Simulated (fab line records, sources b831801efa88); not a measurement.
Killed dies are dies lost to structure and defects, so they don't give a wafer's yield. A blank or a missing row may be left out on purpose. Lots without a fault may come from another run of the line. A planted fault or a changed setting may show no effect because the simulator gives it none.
Which tool did it? | flow gf180mcu | 13 lots, 39 wafers sampled, at 5 steps of a route of 602

WHAT THE GAUGES READ, wafer by wafer
GF_V5_BOW_MEAS_05. Usual: V5_BOW 136 um, standard deviation 10.
lot  | measured     | on            | V5_BOW (um) | flag
L665 | day 26 14:20 | film_metro-03 | 141 136 141 |
L669 | day 27 15:10 | film_metro-04 | 140 134 142 |
L670 | day 27 18:27 | film_metro-04 | 137 143 132 |
L671 | day 28 09:11 | film_metro-01 | 140 150 135 |
L672 | day 28 14:34 | film_metro-03 | 113 131 113 |
L674 | day 29 04:02 | film_metro-01 | 140 139 130 |
L675 | day 29 20:18 | film_metro-04 | 144 128 123 |
L676 | day 29 23:31 | film_metro-01 | 145 142 139 |
L678 | day 30 12:59 | film_metro-03 | 145 142 146 |
L681 | day 31 09:32 | film_metro-03 | 155 147 149 |
L682 | day 31 12:08 | film_metro-03 | 137 136 124 |
L685 | day 32 03:08 | film_metro-04 | 128 125 124 |
L686 | day 32 10:31 | film_metro-03 | 135 139 116 |

GF_TOP_METAL_OVL_MEAS_15. Usual: TOP_METAL_OVL -0.5 nm, standard deviation 1.5.
lot  | measured     | on         | TOP_METAL_OVL (nm) | flag
L665 | day 28 07:31 | overlay-02 | 0.7 1.9 1.7        |
L669 | day 29 08:40 | overlay-01 | -0.9 -2.1 -1.9     |
L670 | day 29 10:43 | overlay-02 | 1.3 0.0 0.9        |
L671 | day 30 00:49 | overlay-01 | -0.6 -1.8 0.5      |
L672 | day 30 06:47 | overlay-01 | 0.0 1.0 0.5        |
L674 | day 30 19:12 | overlay-01 | -0.5 -0.4 -1.0     |
L675 | day 31 10:07 | overlay-01 | -1.0 -0.6 -1.2     |
L676 | day 31 13:22 | overlay-01 | -3.7 -1.2 -2.4     |
L678 | day 32 02:08 | overlay-02 | -1.6 -0.2 -1.0     |
L681 | day 32 20:59 | overlay-02 | 0.6 0.3 -1.0       |
L682 | day 32 23:23 | overlay-01 | -1.3 -1.5 -2.6     |
L685 | day 33 13:41 | overlay-02 | 2.3 2.1 0.1        |
L686 | day 33 20:05 | overlay-02 | 1.5 0.7 1.2        |

GF_PASSIVATION_THK_MEAS_01. Usual: PASSIVATION_CVD_00_THK 1006 nm, standard deviation 13.
lot  | measured     | on            | PASSIVATION_CVD_00_THK (nm) | flag
L665 | day 28 08:24 | film_metro-01 | 979 1008 1011               |
L669 | day 29 09:31 | film_metro-03 | 1010 1022 1025              |
L670 | day 29 11:34 | film_metro-01 | 996 1004 1000               |
L671 | day 30 01:44 | film_metro-01 | 1007 987 990                |
L672 | day 30 07:39 | film_metro-03 | 1008 1021 1022              |
L674 | day 30 20:08 | film_metro-02 | 977 1007 994                |
L675 | day 31 11:21 | film_metro-02 | 1015 1015 1004              |
L676 | day 31 14:13 | film_metro-03 | 998 1025 1013               |
L678 | day 32 03:01 | film_metro-01 | 1020 1002 856               | OFF
L681 | day 32 21:50 | film_metro-03 | 1002 853 991                | OFF
L682 | day 33 00:16 | film_metro-03 | 1025 1024 1006              |
L685 | day 33 14:33 | film_metro-01 | 991 1005 1018               |
L686 | day 33 21:02 | film_metro-02 | 1001 1024 1027              |

WHICH TOOL RAN EACH LOT (tool, then ch and the chambers of the sampled wafers, then the start)
lot  | GF_V5_CMP_04                  | GF_PASSIVATION_CVD_00
L665 | cmp-01 ch 0,2,3, day 26 14:05 | pecvd-01 ch 0,2, day 28 08:18
L669 | cmp-01 ch 0,3, day 27 14:50   | pecvd-03 ch 0,1, day 29 09:25
L670 | cmp-02 ch 0,1,2, day 27 18:09 | pecvd-02 ch 0,1,2, day 29 11:29
L671 | cmp-01 ch 0,2,3, day 28 08:56 | pecvd-01 ch 0,1,2, day 30 01:39
L672 | cmp-02 ch 0,1, day 28 14:15   | pecvd-01 ch 0,2, day 30 07:34
L674 | cmp-02 ch 1,2,3, day 29 03:44 | pecvd-03 ch 0,1,2, day 30 20:04
L675 | cmp-01 ch 0,3, day 29 19:59   | pecvd-02 ch 0,1, day 31 11:15
L676 | cmp-02 ch 0,2,3, day 29 23:11 | pecvd-03 ch 0,2, day 31 14:08
L678 | cmp-01 ch 0,2,3, day 30 12:44 | pecvd-03 ch 0,1,2, day 32 02:57
L681 | cmp-02 ch 2,3, day 31 09:10   | pecvd-03 ch 0,1,2, day 32 21:46
L682 | cmp-02 ch 2,3, day 31 11:46   | pecvd-01 ch 0,1,2, day 33 00:12
L685 | cmp-01 ch 0,2, day 32 02:52   | pecvd-02 ch 0,2, day 33 14:28
L686 | cmp-01 ch 0,1, day 32 10:14   | pecvd-02 ch 0,1, day 33 20:56
- GF_V5_CMP_04: polishes SiO2.
- GF_PASSIVATION_CVD_00: deposits SiO2 from TEOS, target thk 1000 nm, time 111.95 s.

WHAT THE TOOLS THEMSELVES READ (means of the sampled wafers that have a number; where no wafer has one, the mark that the record gives instead)
GF_V5_CMP_04. Usual: motor_current_A 13.0 A, standard deviation 1.8.
lot  | tool   | motor_current_A (A) | flag
L665 | cmp-01 | 12.0                |
L669 | cmp-01 | 11.1                |
L670 | cmp-02 | 14.0                |
L671 | cmp-01 | 12.4                |
L672 | cmp-02 | 13.9                |
L674 | cmp-02 | 14.1                |
L675 | cmp-01 | 12.1                |
L676 | cmp-02 | 14.6                |
L678 | cmp-01 | 11.7                |
L681 | cmp-02 | 14.4                |
L682 | cmp-02 | 14.0                |
L685 | cmp-01 | 12.6                |
L686 | cmp-01 | 11.4                |

GF_PASSIVATION_CVD_00. Usual: heater_power_w 649 W, standard deviation 70; run_length_s 140.1 s, standard deviation 0.49.
lot  | tool     | heater_power_w (W) | run_length_s (s) | flag
L665 | pecvd-01 | 668                | 139.7            |
L669 | pecvd-03 | 695                | 140.0            |
L670 | pecvd-02 | 701                | 140.2            |
L671 | pecvd-01 | 636                | 140.1            |
L672 | pecvd-01 | 659                | 139.7            |
L674 | pecvd-03 | 696                | 140.2            |
L675 | pecvd-02 | 628                | 139.8            |
L676 | pecvd-03 | 694                | 140.2            |
L678 | pecvd-03 | 619                | 134.3            | OFF
L681 | pecvd-03 | 657                | 134.3            | OFF
L682 | pecvd-01 | 673                | 139.9            |
L685 | pecvd-02 | 679                | 139.6            |
L686 | pecvd-02 | 637                | 139.7            |

THE ANSWER, worked out from the rows above alone
Rule: a lot is off if the mean of its wafers that have a number lies more than 3 standard deviations from the usual mean. A lot without any number at a reading at which 4 lots or more have one is off too. The other lots that the step has rows for count as sound. The gauges are gone through in route order, then the tools' own readings, and for those a lot's mean is taken as printed above. The first step at which some lot is off is used, and at that step the reading that is off furthest; a lot without a number counts as furthest.
Off: L678, L681, at GF_PASSIVATION_THK_MEAS_01 (PASSIVATION_CVD_00_THK).
A tool fits if, at a process step before that reading, it ran every lot that is off, and no sound lot after the first of them. The gauges at GF_PASSIVATION_THK_MEAS_01 aren't tried: what is off there is off at GF_PASSIVATION_CVD_00 too, on other tools, and a gauge's error can't cause that. One fits: pecvd-03 at GF_PASSIVATION_CVD_00. Its last sound lot is L676 (day 31 14:08), its first lot that is off L678 (day 32 02:57): a fault that began between those two fits.
The tool's own readings at GF_PASSIVATION_CVD_00 bear it out: on the lots that are off they differ by more than 5 times the standard deviation of the sound lots' means. run_length_s reads 134.3 s there against 139.9 s on the sound lots.

WHAT THE SIMULATOR HAD PUT IN
Process parameter drift: pecvd-03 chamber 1, from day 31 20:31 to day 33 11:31, at GF_PASSIVATION_CVD_00. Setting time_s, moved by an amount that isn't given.
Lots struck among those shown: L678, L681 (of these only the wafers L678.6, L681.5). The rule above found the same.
